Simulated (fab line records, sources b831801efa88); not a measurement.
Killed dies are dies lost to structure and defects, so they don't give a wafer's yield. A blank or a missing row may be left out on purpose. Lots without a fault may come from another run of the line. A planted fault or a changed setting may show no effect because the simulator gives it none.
A struck lot beside a sound one | flow sky130 | 16 steps out of a route of 708
Sound: wafers L220.1, L220.2, L220.6. Struck: wafers L212.2, L212.3, L212.5. The cause comes at the end.
At each step with rows: each side's tool, then ch and its chambers, then its first start. Under that, the readings that differ: sound wafers | struck wafers | difference of the means | sigmas: that difference in standard deviations of wafers without a fault.
alike: readings whose means differ by less than 2 such deviations, and words and numbers that are the same on both sides. not compared: withheld readings, readings that some wafer has no value for, bounds like >300 that may hide the same value, and numbers for which the record gives no deviation and whose values overlap.
The two part at a step that has a row with sigmas, a row that says differs or no value, or rows on one side only. Numbers that don't overlap but have no deviation are shown without sigmas and don't part them. A reading that every wafer of one side lacks parts them only if that side has two wafers or more.

SKY_VT_ADJUST_LVTN_OVL_MEAS_07:
  sound on overlay-02, day 9 19:05; struck on overlay-02, day 8 05:47
  reading                 | sound          | struck      | difference | sigmas
  VT_ADJUST_LVTN_OVL (nm) | -3.5 -5.1 -4.1 | 0.2 1.3 0.2 | +4.8       | +3
then, 1 step without rows for these wafers: SKY_VT_ADJUST_LVTN_IMPLANT_08.
SKY_VT_ADJUST_LVTN_STRIP_09: strips in O2/N2.
  sound on plasma_asher-02 ch 0,1, day 9 19:16; struck on plasma_asher-02 ch 0,1, day 8 05:58
  alike: drypump_motor_current_A, oes_product_au, strip_time_to_endpoint_s
  not compared: rf_hours_counter_h
SKY_VT_ADJUST_LVTN_TW_MEAS_10:
  sound on film_metro-03, day 9 19:22; struck on film_metro-03, day 8 06:04
  alike: VT_ADJUST_LVTN_TW
then, 7 steps without rows for these wafers: SKY_VT_ADJUST_LVTN_DEHYDRATE_11 (time 60 s); SKY_VT_ADJUST_LVTN_HMDS_12 (prime time 60 s); SKY_VT_ADJUST_LVTN_COAT_13 (resist thk 1140 nm); SKY_VT_ADJUST_LVTN_SOFTBAKE_14 (time 60 s); SKY_VT_ADJUST_LVTN_EXPOSE_15 (exposes mask HVN STD DERIVED, target cd 600 nm); SKY_VT_ADJUST_LVTN_PEB_16; SKY_VT_ADJUST_LVTN_DEVELOP_17 (develop time 60 s).
SKY_VT_ADJUST_LVTN_OVL_MEAS_18:
  sound on overlay-02, day 10 18:23; struck on overlay-02, day 9 03:32
  alike: VT_ADJUST_LVTN_01_OVL
SKY_VT_ADJUST_LVTN_IMPLANT_19:
  sound on implanter-03 ch 0, day 10 18:25; struck on implanter-02 ch 0, day 9 03:54
SKY_VT_ADJUST_LVTN_STRIP_20: strips in O2/N2.
  sound on plasma_asher-02 ch 0,1, day 10 18:34; struck on plasma_asher-04 ch 0,1, day 9 04:02
  alike: drypump_motor_current_A, oes_product_au, strip_time_to_endpoint_s
  not compared: rf_hours_counter_h
SKY_VT_ADJUST_LVTN_TW_MEAS_21:
  sound on film_metro-04, day 10 18:40; struck on film_metro-04, day 9 04:08
  reading             | sound             | struck            | difference | sigmas
  VT_ADJUST_LVTN_2_TW | 190.1 190.3 190.2 | 231.6 230.7 231.3 | +41.0      | +29
then, 1 step without rows for these wafers: SKY_VT_ADJUST_NCORE_DEHYDRATE_00 (time 60 s).

WHERE THEY PART
First at SKY_VT_ADJUST_LVTN_OVL_MEAS_07; last, within this record, at SKY_VT_ADJUST_LVTN_TW_MEAS_21.

WHY: what the simulator had put in
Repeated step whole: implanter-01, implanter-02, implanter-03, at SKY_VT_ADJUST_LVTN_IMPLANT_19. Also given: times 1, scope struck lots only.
